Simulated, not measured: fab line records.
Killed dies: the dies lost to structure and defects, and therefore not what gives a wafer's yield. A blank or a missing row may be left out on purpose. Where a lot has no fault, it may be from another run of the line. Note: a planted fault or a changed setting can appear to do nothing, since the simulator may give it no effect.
Which tool is to blame? || flow sky130 || 14 lots, 41 wafers sampled, at 2 steps of a route of 708

== WHAT THE GAUGES READ, wafer by wafer ==
SKY_VIA1_OVL_MEAS_13. Usual: for VIA1_OVL the level is 0 nm and the standard deviation is 6.5.
{"lot": "L575", "measured": "day 34 03:13", "on": "overlay-01", "VIA1_OVL (nm)": "4 4 -3", "flag": ""}
{"lot": "L577", "measured": "day 34 17:13", "on": "overlay-02", "VIA1_OVL (nm)": "6 7 12", "flag": ""}
{"lot": "L581", "measured": "day 36 09:50", "on": "overlay-02", "VIA1_OVL (nm)": "1 -6 -3", "flag": ""}
{"lot": "L583", "measured": "day 37 02:57", "on": "overlay-02", "VIA1_OVL (nm)": "-2 -1 -2", "flag": ""}
{"lot": "L585", "measured": "day 37 15:13", "on": "overlay-02", "VIA1_OVL (nm)": "-5 5 6", "flag": ""}
{"lot": "L584", "measured": "day 37 16:41", "on": "overlay-02", "VIA1_OVL (nm)": "2 2 -2", "flag": ""}
{"lot": "L586", "measured": "day 37 22:43", "on": "overlay-02", "VIA1_OVL (nm)": "-12 -10 -10", "flag": ""}
{"lot": "L587", "measured": "day 38 01:48", "on": "overlay-02", "VIA1_OVL (nm)": "0 -4", "flag": ""}
{"lot": "L590", "measured": "day 38 23:19", "on": "overlay-01", "VIA1_OVL (nm)": "7 7 9", "flag": ""}
{"lot": "L592", "measured": "day 39 09:47", "on": "overlay-02", "VIA1_OVL (nm)": "-3 -7 -3", "flag": ""}
{"lot": "L593", "measured": "day 39 15:15", "on": "overlay-02", "VIA1_OVL (nm)": "-5 0 10", "flag": ""}
{"lot": "L596", "measured": "day 40 14:38", "on": "overlay-01", "VIA1_OVL (nm)": "-13 -13 -14", "flag": ""}
{"lot": "L597", "measured": "day 40 14:45", "on": "overlay-02", "VIA1_OVL (nm)": "-1 1 3", "flag": ""}
{"lot": "L598", "measured": "day 40 23:08", "on": "overlay-02", "VIA1_OVL (nm)": "-5 -10 0", "flag": ""}

== TOOL THAT RAN EACH LOT (tool first, then ch and the chambers of the sampled wafers, then the start) ==
{"lot": "L575", "SKY_METAL1_SPUTTER_04": "pvd_sputter-04, day 31 19:56"}
{"lot": "L577", "SKY_METAL1_SPUTTER_04": "pvd_sputter-01, day 32 09:50"}
{"lot": "L581", "SKY_METAL1_SPUTTER_04": "pvd_sputter-01, day 34 03:17"}
{"lot": "L583", "SKY_METAL1_SPUTTER_04": "pvd_sputter-04, day 34 19:49"}
{"lot": "L585", "SKY_METAL1_SPUTTER_04": "pvd_sputter-04, day 35 09:01"}
{"lot": "L584", "SKY_METAL1_SPUTTER_04": "pvd_sputter-01, day 35 10:21"}
{"lot": "L586", "SKY_METAL1_SPUTTER_04": "pvd_sputter-04, day 35 16:35"}
{"lot": "L587", "SKY_METAL1_SPUTTER_04": "pvd_sputter-01, day 35 20:26"}
{"lot": "L590", "SKY_METAL1_SPUTTER_04": "pvd_sputter-01, day 36 18:02"}
{"lot": "L592", "SKY_METAL1_SPUTTER_04": "pvd_sputter-04, day 37 06:07"}
{"lot": "L593", "SKY_METAL1_SPUTTER_04": "pvd_sputter-01, day 37 13:06"}
{"lot": "L596", "SKY_METAL1_SPUTTER_04": "pvd_sputter-01, day 38 10:50"}
{"lot": "L597", "SKY_METAL1_SPUTTER_04": "pvd_sputter-02, day 38 11:17"}
{"lot": "L598", "SKY_METAL1_SPUTTER_04": "pvd_sputter-01, day 38 21:02"}
- SKY_METAL1_SPUTTER_04: material TiN, target thk 70 nm, time 58.3 s.

== AS READ BY THE TOOLS THEMSELVES (means over the sampled wafers that have a number; for cases with no such wafer, the mark the record gives instead) ==
SKY_METAL1_SPUTTER_04. Usual: throttle_valve_pct reads 30.1 % (standard deviation 1).
{"lot": "L575", "tool": "pvd_sputter-04", "throttle_valve_pct (%)": 28.4, "flag": ""}
{"lot": "L577", "tool": "pvd_sputter-01", "throttle_valve_pct (%)": 29.8, "flag": ""}
{"lot": "L581", "tool": "pvd_sputter-01", "throttle_valve_pct (%)": 30.3, "flag": ""}
{"lot": "L583", "tool": "pvd_sputter-04", "throttle_valve_pct (%)": 29.5, "flag": ""}
{"lot": "L585", "tool": "pvd_sputter-04", "throttle_valve_pct (%)": 29.9, "flag": ""}
{"lot": "L584", "tool": "pvd_sputter-01", "throttle_valve_pct (%)": 29.9, "flag": ""}
{"lot": "L586", "tool": "pvd_sputter-04", "throttle_valve_pct (%)": 28.9, "flag": ""}
{"lot": "L587", "tool": "pvd_sputter-01", "throttle_valve_pct (%)": 30.0, "flag": ""}
{"lot": "L590", "tool": "pvd_sputter-01", "throttle_valve_pct (%)": 30.8, "flag": ""}
{"lot": "L592", "tool": "pvd_sputter-04", "throttle_valve_pct (%)": 29.6, "flag": ""}
{"lot": "L593", "tool": "pvd_sputter-01", "throttle_valve_pct (%)": 30.8, "flag": ""}
{"lot": "L596", "tool": "pvd_sputter-01", "throttle_valve_pct (%)": 30.8, "flag": ""}
{"lot": "L597", "tool": "pvd_sputter-02", "throttle_valve_pct (%)": 30.5, "flag": ""}
{"lot": "L598", "tool": "pvd_sputter-01", "throttle_valve_pct (%)": 30.5, "flag": ""}

== THE ANSWER, worked out from the rows above alone ==
Rule: lot off if the mean of its wafers having a number is beyond 3 standard deviations from the usual mean. A lot without any number at a reading at which 4 lots or more have one is off too. Any other lot the step has rows for is counted as sound. Order of review: gauges by route order, followed by the tools' own readings, for which a lot's mean as printed above is used. At the first step where some lot is off, the reading lying furthest off is the one used; lots without a number count as furthest.
No lot is off at any reading shown: from this, nothing can be told.

== WHAT THE SIMULATOR PUT IN ==
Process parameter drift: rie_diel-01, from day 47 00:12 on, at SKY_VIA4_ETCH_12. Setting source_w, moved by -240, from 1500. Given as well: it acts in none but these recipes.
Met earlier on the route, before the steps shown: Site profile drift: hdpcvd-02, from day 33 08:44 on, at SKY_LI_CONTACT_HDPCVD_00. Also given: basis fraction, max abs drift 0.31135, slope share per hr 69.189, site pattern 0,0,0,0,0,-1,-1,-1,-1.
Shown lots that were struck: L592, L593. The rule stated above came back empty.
